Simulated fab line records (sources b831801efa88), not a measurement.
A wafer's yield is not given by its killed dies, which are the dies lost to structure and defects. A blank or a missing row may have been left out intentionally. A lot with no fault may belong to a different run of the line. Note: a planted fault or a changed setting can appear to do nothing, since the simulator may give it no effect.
A lot that was struck, set against a sound lot / flow sky130 / 37 steps out of a route of 708
Sound: the wafers L206.1, L206.2, L206.5. Wafers L215.2, L215.4, L215.5 were the ones struck. The cause comes at the end.
Each step with rows lists, per side, the tool, then ch with its chambers, then its first start. Under that, the readings that differ: sound wafers / struck wafers / difference of the means / sigmas: that difference in standard deviations of wafers without a fault.
alike: words and numbers the same on both sides, and readings whose means are apart by under 2 such deviations; not compared: readings that were withheld, readings missing a value for some wafer, numbers with overlapping values and no deviation given by the record, and bounds like >300 which may hide the same value.
Wherever a step has rows on one side only, a row that says differs or no value, or a row with sigmas, the two part there. When numbers do not overlap yet have no deviation, they are printed without sigmas and do not part them. A reading missing from all wafers of one side parts the sides only when that side holds two or more wafers.

first, 10 steps without rows for these wafers: SKY_LDD_LDN_SOFTBAKE_03 (time 60 s); SKY_LDD_LDN_EXPOSE_04 (exposes mask LDNTM, target cd 700 nm); SKY_LDD_LDN_PEB_05; SKY_LDD_LDN_DEVELOP_06 (develop time 60 s); SKY_LDD_LDN_IMPLANT_08; SKY_LDD_LDN_IMPLANT_09; SKY_LDD_LDN_IMPLANT_10; SKY_LDD_LDN_IMPLANT_11; SKY_LDD_LDN_STRIP_12 (strips in O2/N2); SKY_LDD_LDN_CLEAN_14 (cleans in SC1/SC2, time 150 s).
SKY_SPACER_CVD_00: deposits Si3N4 from DCS/NH3, target thk 43.1 nm, time 740 s.
  sound on lpcvd-02 ch 1, day 25 20:04; struck on lpcvd-02 ch 0, day 29 00:47
reading=spikeTcBottomC (C); sound=788.6 788.3 789.6; struck=766.6 767.7 767.5; difference=-21.6; sigmas=-18
reading=spikeTcCentreC (C); sound=769.8 768.9 770.3; struck=748.0 746.6 747.0; difference=-22.5; sigmas=-24
reading=spikeTcLowerC (C); sound=772.1 771.9 772.0; struck=747.4 749.5 748.6; difference=-23.5; sigmas=-20
reading=spikeTcTopC (C); sound=785.4 783.2 786.6; struck=761.1 759.3 761.8; difference=-24.3; sigmas=-12
reading=spikeTcUpperC (C); sound=770.3 768.7 767.2; struck=747.2 748.6 748.6; difference=-20.6; sigmas=-21
reading=susceptorTempC (C); sound=769.4 769.7 770.0; struck=747.9 748.0 747.9; difference=-21.8; sigmas=-60
reading=zonePowerBottomPct (%); sound=23.5 23.2 22.9; struck=21.5 21.2 21.6; difference=-1.8; sigmas=-5
reading=zonePowerCentrePct (%); sound=14.1 13.6 13.7; struck=12.2 12.3 12.2; difference=-1.6; sigmas=-4
reading=model.Si3N4_of_SPACER_CVD_00.thkNm (nm); sound=42.79 43.33 43.37; struck=27.66 27.66 27.6; difference=-15.52; sigmas=
  alike: zonePowerTopPct
SKY_SPACER_THK_MEAS_01:
  sound on filmMetro-01, day 25 21:16; struck on filmMetro-03, day 29 02:00
reading=SPACER_CVD_00_THK (nm); sound=42.8 43.3 43.4; struck=27.7 27.6 27.6; difference=-15.5; sigmas=-42
SKY_SPACER_ETCHBACK_02: etches Si3N4 in CH3F/O2, stops on SiO2, time 46.7 s, target depth 45 nm.
  sound on rieDiel-03 ch 2,3, day 25 21:20; struck on rieDiel-04 ch 0,2,3, day 29 02:03
reading=oesProductAu (a.u.); sound=0.852 0.858 0.859; struck=0.673 0.686 0.687; difference=-0.174; sigmas=-29
reading=throttleValvePct (%); sound=10.551 10.576 10.570; struck=10.546 10.540 10.528; difference=-0.028; sigmas=-3
reading=model.etch.depthNm (nm); sound=42.79 43.33 43.37; struck=27.66 27.66 27.6; difference=-15.52; sigmas=
  alike: chamberPressureMTorr, drypumpMotorCurrentA
  not compared: rfHoursCounterH
then, 22 steps without rows for these wafers: SKY_POLY_CUT_DEHYDRATE_00 (time 60 s); SKY_POLY_CUT_HMDS_01 (prime time 60 s); SKY_POLY_CUT_COAT_02 (resist thk 60 nm); SKY_POLY_CUT_COAT_03 (resist thk 450 nm); SKY_POLY_CUT_SOFTBAKE_04 (time 90 s); SKY_POLY_CUT_EXPOSE_05 (exposes mask NPCM, target cd 270 nm); SKY_POLY_CUT_PEB_06; SKY_POLY_CUT_DEVELOP_07 (develop time 60 s); SKY_POLY_CUT_ETCH_10 (etches BARC in N2/H2, stops on SiO2, time 45.9 s, target depth 60 nm); SKY_POLY_CUT_ETCH_11 (etches Si3N4 in CF4/CH2F2/Ar, stops on poly-Si, time 42.5 s, target depth 60 nm); SKY_POLY_CUT_STRIP_12 (strips in O2/N2); SKY_SD_P_DEHYDRATE_00 (time 60 s); SKY_SD_P_HMDS_01 (prime time 60 s); SKY_SD_P_COAT_02 (resist thk 1140 nm); SKY_SD_P_SOFTBAKE_03 (time 60 s); SKY_SD_P_EXPOSE_04 (exposes mask PSDM, target cd 380 nm); SKY_SD_P_PEB_05; SKY_SD_P_DEVELOP_06 (develop time 60 s); SKY_SD_P_IMPLANT_09; SKY_SD_P_STRIP_10 (strips in O2/N2); SKY_RES_XHIGH_DEHYDRATE_00 (time 60 s); SKY_RES_XHIGH_HMDS_01 (prime time 60 s).
-- the record jumps here: 5 days lie between the struck wafers' starts before and after (it left off in module RES_XHIGH and takes up again in module SALICIDE, whose first step shown is number 361 of the route) --
SKY_SALICIDE_CLEAN_00: cleans in HF-last, time 30 s.
  sound on wetBench-04 ch 1, day 30 16:10; struck on wetBench-02 ch 1, day 33 18:05
reading=model.Si3N4_of_SPACER_CVD_00.thkNm (nm); sound=41.81 42.35 42.39; struck=26.69 26.68 26.61; difference=-15.52; sigmas=
-- the record jumps here: 16 days lie between the struck wafers' starts before and after (it left off in module SALICIDE and takes up again in module PAD_OPEN, whose first step shown is number 708 of the route) --
SKY_PAD_OPEN_PROBE_99:
  sound on prober-02, day 47 23:04; struck on prober-01, day 49 21:51
reading=model.etest.pfet_01v8.rOnOhmUm; sound=2901 2919 2910; struck=2377 2403 2414; difference=-512; sigmas=
reading=model.etest.pfetG5v0d10v5.rOnOhmUm; sound=4719 4771 4801; struck=4608 4558 4552; difference=-191; sigmas=
reading=model.etest.sonosUncharged.rOnOhmUm; sound=811.1 806.2 803.8; struck=714.9 710.7 717.8; difference=-92.6; sigmas=
reading=model.etest.nfetG5v0d10v5.rOnOhmUm; sound=1872 1905 1892; struck=1816 1812 1807; difference=-78; sigmas=
reading=model.etest.resPdiff.lineOhmUm; sound=1389 1405 1403; struck=1294 1272 1261; difference=-123; sigmas=
reading=model.etest.pfet_01v8.driveUaUm; sound=194.3 190.5 189.6; struck=243.3 243.7 238.1; difference=+50.2; sigmas=
reading=model.etest.nfet_01v8_lvt.driveUaUm; sound=588.7 573.5 573.6; struck=636.9 626.8 623.7; difference=+50.5; sigmas=
reading=model.etest.sramPfetLatch.driveUaUm; sound=144.9 144.4 140.2; struck=187 178.9 176.8; difference=+38; sigmas=
  alike: killed_at_M0_to_M3, killed_at_M4_up, killedAtContacts, killedAtFrontEnd, killedAtOther, killedDies, killedOpen, killedShort

== WHERE THEY PART ==
Last at SKY_SPACER_ETCHBACK_02 as far as this record goes, first at SKY_SPACER_CVD_00. Later steps at which nothing parts them and some readings are alike: SKY_PAD_OPEN_PROBE_99.

WHY: the cause the simulator had injected
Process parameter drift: lpcvd-02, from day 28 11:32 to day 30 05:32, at SKY_SPACER_CVD_00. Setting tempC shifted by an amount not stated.
